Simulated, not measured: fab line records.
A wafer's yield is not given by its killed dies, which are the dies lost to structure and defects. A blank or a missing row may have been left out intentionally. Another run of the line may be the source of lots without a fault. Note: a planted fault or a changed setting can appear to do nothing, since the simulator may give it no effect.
A lot that was struck, set against a sound lot :: flow sky130 :: 17 out of 708 route steps
Sound: these wafers, L236.2, L236.4, L236.5. Struck: wafers L238.2, L238.4, L238.5. The cause is named last.
At each step with rows: each side's tool, then ch and its chambers, then its first start. Under that, the readings that differ: sound wafers :: struck wafers :: difference of the means :: sigmas: that difference in standard deviations of wafers without a fault.
alike: readings with means less than 2 such deviations apart, plus words and numbers identical on both sides. not compared: withheld readings, readings lacking a value on some wafer, bounds such as >300 that could conceal the same value, and numbers that have no deviation in the record and whose values overlap.
A row with sigmas, a row that says differs or no value, or rows on one side alone: a step with any of these is where the two part. Numbers that have no deviation but don't overlap get no sigmas and don't part them. Lack of a reading on every wafer of one side parts them only where that side has two or more wafers.

SKY_LDD_P_OVL_MEAS_08:
  sound on overlay-01 at day 21 04:43; struck on overlay-02 at day 22 07:48
  alike: LDD_P_OVL
next, for these wafers, 1 step has no rows: SKY_LDD_P_IMPLANT_09.
SKY_LDD_P_STRIP_10: strips in O2/N2.
  sound on plasmaAsher-04 ch 0,1, day 21 04:54; struck on plasmaAsher-04 ch 0,1, day 22 07:59
  alike: drypumpMotorCurrentA, o2FlowSccm, oesProductAu, stripTimeToEndpointS
  not compared: rfHoursCounterH
SKY_LDD_P_TW_MEAS_11:
  sound on filmMetro-02 at day 21 05:01; struck on filmMetro-03 at day 22 08:06
  alike: LDD_P_TW
then, 7 steps without rows for these wafers: SKY_LDD_HVN_DEHYDRATE_00 (time 60 s); SKY_LDD_HVN_HMDS_01 (prime time 60 s); SKY_LDD_HVN_COAT_02 (resist thk 300 nm); SKY_LDD_HVN_SOFTBAKE_03 (time 60 s); SKY_LDD_HVN_EXPOSE_04 (exposes mask HVNTM, target cd 700 nm); SKY_LDD_HVN_PEB_05; SKY_LDD_HVN_DEVELOP_06 (develop time 60 s).
SKY_LDD_HVN_OVL_MEAS_07:
  sound on overlay-02 at day 22 09:12; struck on overlay-01 at day 23 14:13
  alike: LDD_HVN_OVL
SKY_LDD_HVN_IMPLANT_08:
  sound on implanter-03 ch 0, day 22 09:15; struck on implanter-03 ch 0, day 23 14:16
reading: doseIonsCm2
sound: 2.9977e+13 3.0019e+13 3.0013e+13
struck: 2.7583e+13 2.7554e+13 2.7619e+13
difference: -2.4177e+12
sigmas: -83

reading: faradayCurrentUA
sound: 165 172 166
struck: 154 153 151
difference: -15
sigmas: -4
SKY_LDD_HVN_STRIP_09: strips in O2/N2.
  sound on plasmaAsher-04 ch 0,1, day 22 09:23; struck on plasmaAsher-03 ch 0,1, day 23 14:24
  alike: drypumpMotorCurrentA, o2FlowSccm, oesProductAu, stripTimeToEndpointS
  not compared: rfHoursCounterH
SKY_LDD_HVN_TW_MEAS_10:
  sound on filmMetro-03 at day 22 09:29; struck on filmMetro-01 at day 23 14:31
reading: LDD_HVN_TW
sound: 1430 1434 1424
struck: 1400 1403 1402
difference: -28
sigmas: -4
then, 1 step without rows for these wafers: SKY_LDD_HVP_DEHYDRATE_00 (time 60 s).
-- record jumps: 24 days separate the struck wafers' starts on either side; left off in module LDD_HVP, taken up again in module PAD_OPEN, whose first shown step is the route's number 708 --
SKY_PAD_OPEN_PROBE_99:
  sound on prober-02 at day 47 00:32; struck on prober-02 at day 48 00:25
reading: model.etest.tip_n_5v.rsOhmSq
sound: 1400 1390 1391
struck: 1500 1489 1497
difference: +102
sigmas: 
  alike: killed_at_M0_to_M3, killed_at_M4_up, killedAtContacts, killedAtFrontEnd, killedAtOther, killedDies, killedOpen, killedShort

WHERE THEY PART
Earliest at SKY_LDD_HVN_IMPLANT_08; latest, in this record, at SKY_LDD_HVN_TW_MEAS_10. Later steps at which nothing parts them and some readings are alike: SKY_PAD_OPEN_PROBE_99.

WHY: what had been put in by the simulator
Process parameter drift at SKY_LDD_HVN_IMPLANT_08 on implanter-03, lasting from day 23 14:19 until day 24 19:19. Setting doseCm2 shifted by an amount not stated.
